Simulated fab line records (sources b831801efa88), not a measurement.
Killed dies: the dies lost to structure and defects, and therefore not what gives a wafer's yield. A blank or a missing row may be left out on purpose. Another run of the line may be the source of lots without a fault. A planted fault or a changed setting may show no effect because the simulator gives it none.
Matching of chambers || flow gf180mcu || 3 sister chambers for GF_PASSIVATION_CVD_00 on pecvd-01
The step deposits SiO2 from TEOS, target thk 1000 nm, time 111.95 s. 3 wafers are shown with their chamber, then 9 later ones without.

## EACH WAFER AND ITS CHAMBER
{"wafer": "L088.1", "chamber": 0, "heater power w (W)": 541}
{"wafer": "L088.2", "chamber": 1, "heater power w (W)": 656}
{"wafer": "L088.5", "chamber": 2, "heater power w (W)": 626}

## WAFERS WITH NO CHAMBER GIVEN
{"wafer": "L090.1", "heater power w (W)": 623}
{"wafer": "L090.2", "heater power w (W)": 582}
{"wafer": "L090.3", "heater power w (W)": 646}
{"wafer": "L091.2", "heater power w (W)": 576}
{"wafer": "L091.3", "heater power w (W)": 561}
{"wafer": "L091.4", "heater power w (W)": 567}
{"wafer": "L096.1", "heater power w (W)": 650}
{"wafer": "L096.2", "heater power w (W)": 597}
{"wafer": "L096.5", "heater power w (W)": 456}

## EACH ONE'S CHAMBER
{"wafer": "L090.1", "from the rows above": "can't be placed: 2 or 1", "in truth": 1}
{"wafer": "L090.2", "from the rows above": "can't be placed: 0 or 2 or 1", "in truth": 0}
{"wafer": "L090.3", "from the rows above": "can't be placed: 1 or 2", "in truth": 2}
{"wafer": "L091.2", "from the rows above": "can't be placed: 0 or 2 or 1", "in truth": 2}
{"wafer": "L091.3", "from the rows above": "can't be placed: 0 or 2", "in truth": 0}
{"wafer": "L091.4", "from the rows above": "can't be placed: 0 or 2 or 1", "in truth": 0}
{"wafer": "L096.1", "from the rows above": "can't be placed: 1 or 2", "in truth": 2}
{"wafer": "L096.2", "from the rows above": "can't be placed: 2 or 0 or 1", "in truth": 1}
{"wafer": "L096.5", "from the rows above": 0, "in truth": 0}
Correctly placed: 1 of 9. From these rows, 8 cannot be placed; in 8 the true chamber is one of the candidates. Wrongly placed: 0.
How it was worked out, from the rows above alone: a wafer's distance from a chamber is the root of the sum, over the readings, of the square of ((its reading less the chamber's mean) divided by the reading's scatter). The wafer belongs to the nearest chamber; if the next one is less than 2 further off, it can't be placed. The mean given for a chamber averages the wafers shown for that chamber. The scatter: root of mean squared gap, hidden wafer to nearest shown wafer, with one shown wafer a chamber.
